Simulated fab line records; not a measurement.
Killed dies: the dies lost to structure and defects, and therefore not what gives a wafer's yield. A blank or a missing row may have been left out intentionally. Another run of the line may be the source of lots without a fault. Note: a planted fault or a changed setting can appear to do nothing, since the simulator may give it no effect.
A struck lot beside a sound one || flow gf180mcu || 14 out of 602 route steps
Sound: these wafers, L553.1, L553.4, L553.5. Struck: wafers L562.1, L562.3, L562.5. The cause is given at the end.
At each step with rows: each side's tool, then ch and its chambers, then its first start. Under that, the readings that differ: sound wafers || struck wafers || difference of the means || sigmas: that difference in standard deviations of wafers without a fault.
alike: readings with means less than 2 such deviations apart, plus words and numbers identical on both sides. not compared: withheld readings, readings lacking a value on some wafer, bounds such as >300 that could conceal the same value, and numbers that have no deviation in the record and whose values overlap.
Wherever a step has rows on one side only, a row that says differs or no value, or a row with sigmas, the two part there. When numbers do not overlap yet have no deviation, they are printed without sigmas and do not part them. Lack of a reading on every wafer of one side parts them only where that side has two or more wafers.

first, 1 step without rows for these wafers: GF_HV_LDD_DEVELOP_06 (develop time 60 s).
GF_HV_LDD_CD_MEAS_07: target cd 400 nm.
  sound on cd sem-02 at day 10 09:17; struck on cd sem-01 at day 13 01:39
  alike: cd nm
GF_HV_LDD_OVL_MEAS_08:
  sound on overlay-02 at day 10 09:25; struck on overlay-01 at day 13 01:46
  alike: HV_LDD_OVL
next, for these wafers, 1 step has no rows: GF_HV_LDD_IMPLANT_09.
GF_HV_LDD_STRIP_10: strips in O2/N2.
  sound on plasma asher-02 ch 0,1, day 10 09:35; struck on plasma asher-01 ch 0,1, day 13 01:58
  alike: drypump motor current A, heater power w, n2 flow sccm, oes product au, strip time to endpoint s
  not compared: rf hours counter h
GF_HV_LDD_TW_MEAS_11:
  sound on film metro-02 at day 10 09:41; struck on film metro-04 at day 13 02:04
  alike: HV_LDD_TW
then, 6 steps without rows for these wafers: GF_HV_LDD_DEHYDRATE_12 (time 60 s); GF_HV_LDD_HMDS_13 (prime time 60 s); GF_HV_LDD_COAT_14 (resist thk 1000 nm); GF_HV_LDD_SOFTBAKE_15 (time 60 s); GF_HV_LDD_EXPOSE_16 (exposes mask Pplus LV AREA, target cd 400 nm); GF_HV_LDD_PEB_17.
GF_HV_LDD_DEVELOP_18: develop time 60 s.
  struck on litho track-04, day 13 21:56; sound on litho track-03 ch 0, day 11 03:31
  no value came back on the struck wafers for chill plate temp C (C), develop time s (s); on the sound wafers chill plate temp C (C) reads 23.06 23.05 23.04
GF_HV_LDD_CD_MEAS_19: target cd 400 nm.
  sound on cd sem-02 at day 11 03:40; struck on cd sem-02 at day 13 22:05
{"reading": "cd nm (nm)", "sound": "402.6 402.0 402.0", "struck": "- - -", "difference": "no value on the struck wafers", "sigmas": ""}

WHERE THEY PART
Last at GF_HV_LDD_CD_MEAS_19 as far as this record goes, first at GF_HV_LDD_DEVELOP_18.

WHY: what had been put in by the simulator
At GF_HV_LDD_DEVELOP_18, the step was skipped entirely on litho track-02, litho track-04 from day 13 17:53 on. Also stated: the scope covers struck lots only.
